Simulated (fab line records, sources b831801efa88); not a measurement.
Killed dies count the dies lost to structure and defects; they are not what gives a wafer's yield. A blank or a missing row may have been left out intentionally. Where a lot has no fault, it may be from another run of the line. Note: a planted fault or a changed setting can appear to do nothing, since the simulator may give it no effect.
One fault through the eyes of 2 desks ; flow sky130 ; numbers are kept per desk, each desk with only its own; the story behind them comes last

== THE METROLOGY DESK ==
What the gauges read for every lot (on any tool): the sampled wafers with a number, averaged. The brackets show how far a lot's mean lies from the usual mean; more than 4 standard deviations puts the lot out of limits, marked OUT.
Columns: A = VIA1_BOW at SKY_VIA1_BOW_MEAS_03, usual 81 um; B = VIA2_BOW at SKY_VIA2_BOW_MEAS_03, usual 86 um
lot;first seen here;A;B
L461;day 33 18:34;82;85
L459;day 33 19:32;83;87
L463;day 34 05:16;84;90
L472;day 37 06:01;76;79
L473;day 37 13:26;77;80
L474;day 37 17:13;81;87
L475;day 37 19:10;83;89
L478;day 39 13:22;81;87
L476;day 39 17:20;82;84
L480;day 39 18:37;79;83
L477;day 39 19:30;74;80
L481;day 39 20:13;91;97
L482;day 40 02:27;84;91
Finding of this desk: none of the 13 lots has anything out of limits.

== FOR THE TOOL OWNER'S DESK: litho track-01 ==
Per lot that ran on this tool, the mean of the sampled wafers carrying a number, from the tool's own readings at SKY_SD_P_SOFTBAKE_03 (time 60 s). The brackets show how far a lot's mean lies from the usual mean; more than 4 standard deviations puts the lot out of limits, marked OUT.
Columns: A = resist line temp C at SKY_SD_P_SOFTBAKE_03, usual 22.98 C; B = run length s at SKY_SD_P_SOFTBAKE_03, usual 89.24 s
lot;first seen here;A;B
L461;day 25 19:52;22.98;89.55
L459;day 25 23:49;22.89;89.59
L463;day 26 09:06;22.92;89.61
L472;day 29 17:13;23.07;97.19 (+28) OUT
L473;day 30 00:19;22.99;97.05 (+28) OUT
L481;day 32 11:12;22.98;89.72
This desk finds L472, L473 out of limits, L472 being first, at day 29 17:13 (run length s at SKY_SD_P_SOFTBAKE_03). L461, L459, L463, L481: within limits.

== TAKEN TOGETHER ==
An alarm could have come from the tool owner's desk at day 29 17:13, on L472, L473.
Nothing out of limits was seen by the metrology desk.
The metrology desk holds a record of L472, L473, inside its limits.
Every lot named ran SKY_SD_P_SOFTBAKE_03 on litho track-01.

== WHAT WAS PUT IN BY THE SIMULATOR ==
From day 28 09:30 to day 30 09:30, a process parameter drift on litho track-01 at SKY_SD_P_SOFTBAKE_03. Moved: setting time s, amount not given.
Struck lots among those shown: L472, L473.
How many hours passed from the start of the fault until each desk's first out-of-limits reading: the tool owner's desk, 32.
